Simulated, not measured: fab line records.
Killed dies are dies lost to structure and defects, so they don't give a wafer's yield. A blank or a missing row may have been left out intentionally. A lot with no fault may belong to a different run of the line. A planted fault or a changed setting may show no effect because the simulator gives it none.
fab line records	flow sky130
record lots=14	wafers=41	last_day=50
route steps=708 shown VIA2@507
lots that met no fault: taken from a fault-free run of the same line
start_h: the number of hours between the record's first day and the start of the first shown wafer of the lot	wait_h: time in hours since the lot's previous step	" same as the row above	L1.1+2: one row covering several wafers at once	- no value, or no start was given	* or withheld: withheld	< > ~ a bound
route shown NAME@n: NAME is a module with steps in the file, n the number in the route of the first one	usual: average and standard deviation across the fault-free wafers	same: alike in all rows	chamber/n: place in a boat	sites: the reading at each site	_std_site: the standard deviation of these	_edge_site: inner sites' mean taken away from outer sites' mean	radius_mm: for every site, how far away it sits from the centre of the wafer	mask NAME#n: copy n	behind: tool/chamber where the wafer was last shaped	hold: reason for holding the lot/hours on hold/outcome of the hold	device: the transistor (n, p or np) that didn't switch	end of line: tests run on the same wafers once the route is complete	for a step that has no rows: nothing shown but its recipe	killed: dies lost to structure and defects at the first sort, not the wafer's yield	map: dies across one wafer; x = killed, . = not, _ = none there
set.NAME: the run value of the setting; set.NAME@STEP: its run value at that earlier step	model.NAME: the simulator's own value behind a step, which no gauge read
the route's steps for a sample of lots (tables are steps, rows are wafers)
services: a tool's chamber out of use, with start hour (start_h, from the record's first day; less than 0 if before it), hours out, and reason
## steps
# step SKY_VIA2_HDPCVD_00
# recipe material=SiO2	target_thk_nm=1180	sigma_open_frac=0.3	time_s=196.7	temp_c=400	sih4_flow_sccm=60	pressure_mtorr=6
# usual run_length_s=224.3/0.74
lot.wafer	tool	chamber	start_h	wait_h	run_length_s
L384.3	hdpcvd-01	1	827.85	0.0	224.0
L384.5	"	0	"	"	224.5
L384.6	"	2	"	"	223.3
L386.3	hdpcvd-01	1	846.07	0.0	224.6
L386.5	"	0	"	"	224.6
L386.6	"	1	"	"	224.0
L387.1	hdpcvd-02	0	852.24	0.0	223.7
L387.3	"	2	"	"	225.9
L387.4	"	2	"	"	225.6
L392.1	hdpcvd-01	0	894.26	0.0	224.4
L392.4	"	2	"	"	223.3
L392.5	"	0	"	"	224.5
L393.4	hdpcvd-02	0	896.79	0.1	207.1
L393.6	"	1	"	"	224.0
L396.1	hdpcvd-02	1	912.56	0.0	224.2
L396.3	"	0	"	"	223.6
L396.5	"	0	"	"	206.8
L397.1	hdpcvd-01	1	929.24	0.0	224.0
L397.4	"	1	"	"	224.2
L397.5	"	2	"	"	223.6
L398.1	hdpcvd-01	0	943.30	0.0	224.7
L398.3	"	2	"	"	223.8
L398.6	"	2	"	"	223.4
L399.1	hdpcvd-01	1	951.05	0.0	223.9
L399.2	"	0	"	"	224.9
L399.3	"	2	"	"	223.8
L400.1	hdpcvd-01	1	954.29	0.0	224.2
L400.4	"	1	"	"	224.5
L400.6	"	1	"	"	223.9
L401.2	hdpcvd-01	1	958.99	0.0	223.9
L401.4	"	2	"	"	224.0
L401.6	"	2	"	"	223.4
L403.1	hdpcvd-01	2	966.44	0.0	224.2
L403.2	"	1	"	"	224.5
L403.4	"	1	"	"	223.8
L405.2	hdpcvd-02	2	982.47	0.0	225.8
L405.3	"	0	"	"	223.5
L405.4	"	1	"	"	224.3
L406.2	hdpcvd-01	1	986.48	0.0	224.7
L406.3	"	2	"	"	223.6
L406.6	"	2	"	"	223.6
# step SKY_VIA2_THK_MEAS_01
# recipe reads=SiO2_of_VIA2_HDPCVD_00
# usual VIA2_HDPCVD_THK=1173/13
lot.wafer	tool	chamber	start_h	wait_h	VIA2_HDPCVD_THK[nm]
L384.3	film_metro-01	-	828.00	0.1	1196
L384.5	"	-	"	"	1190
L384.6	"	-	"	"	1182
L386.3	film_metro-01	-	846.21	0.1	1181
L386.5	"	-	"	"	1170
L386.6	"	-	"	"	1187
L387.1	film_metro-04	-	852.37	0.1	1151
L387.3	"	-	"	"	1153
L387.4	"	-	"	"	1148
L392.1	film_metro-04	-	894.38	0.1	1169
L392.4	"	-	"	"	1184
L392.5	"	-	"	"	1169
L393.4	film_metro-04	-	896.92	0.1	1071
L393.6	"	-	"	"	1179
L396.1	film_metro-04	-	912.68	0.1	1168
L396.3	"	-	"	"	1162
L396.5	"	-	"	"	1055
L397.1	film_metro-04	-	929.37	0.1	1200
L397.4	"	-	"	"	1190
L397.5	"	-	"	"	1194
L398.1	film_metro-02	-	943.42	0.1	1186
L398.3	"	-	"	"	1184
L398.6	"	-	"	"	1194
L399.1	film_metro-04	-	951.18	0.1	1167
L399.2	"	-	"	"	1156
L399.3	"	-	"	"	1173
L400.1	film_metro-02	-	954.48	0.1	1174
L400.4	"	-	"	"	1180
L400.6	"	-	"	"	1177
L401.2	film_metro-02	-	959.19	0.1	1185
L401.4	"	-	"	"	1181
L401.6	"	-	"	"	1195
L403.1	film_metro-04	-	966.63	0.1	1169
L403.2	"	-	"	"	1159
L403.4	"	-	"	"	1159
L405.2	film_metro-04	-	982.60	0.1	1163
L405.3	"	-	"	"	1183
L405.4	"	-	"	"	1184
L406.2	film_metro-01	-	986.61	0.1	1152
L406.3	"	-	"	"	1156
L406.6	"	-	"	"	1164
## services
tool	chamber	start_h	hours	kind
hdpcvd-01	-	818.63	2.6	repair
hdpcvd-01	-	861.43	6.0	pm
hdpcvd-01	-	872.52	1.3	repair
hdpcvd-02	0	880.02	7.6	repair
hdpcvd-01	-	895.16	2.8	pm
hdpcvd-02	2	925.32	3.4	repair
hdpcvd-02	-	948.55	0.9	repair
hdpcvd-02	-	950.25	15.0	pm
hdpcvd-02	0	950.25	15.0	vent_cycle
hdpcvd-02	1	950.25	15.0	vent_cycle
hdpcvd-02	2	950.25	15.0	vent_cycle
hdpcvd-01	0	951.23	16.7	repair
hdpcvd-02	0	965.25	-	clean
hdpcvd-02	1	965.25	-	clean
hdpcvd-02	2	965.25	-	clean
hdpcvd-01	-	976.82	0.7	repair
## key
first_sign step=SKY_VIA2_HDPCVD_00	reading=run_length_s	direction=down	sigmas=23	usual=*	struck=*
effect step=SKY_VIA2_THK_MEAS_01	reading=VIA2_HDPCVD_THK	direction=down	sigmas=8.6	usual=1173	struck=1063
met_at SKY_VIA2_HDPCVD_00
struck_lots L393,L396
struck_wafers L393.4,L396.5
onset_between 852.24 896.79
fault kind=process_parameter_drift	tool=hdpcvd-02	chamber=-	onset_h=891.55	steps=SKY_VIA2_HDPCVD_00	channel=time_s	offset=*	shape=step	end_h=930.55	scope=struck_wafers_only	acts_in=*	stated=*
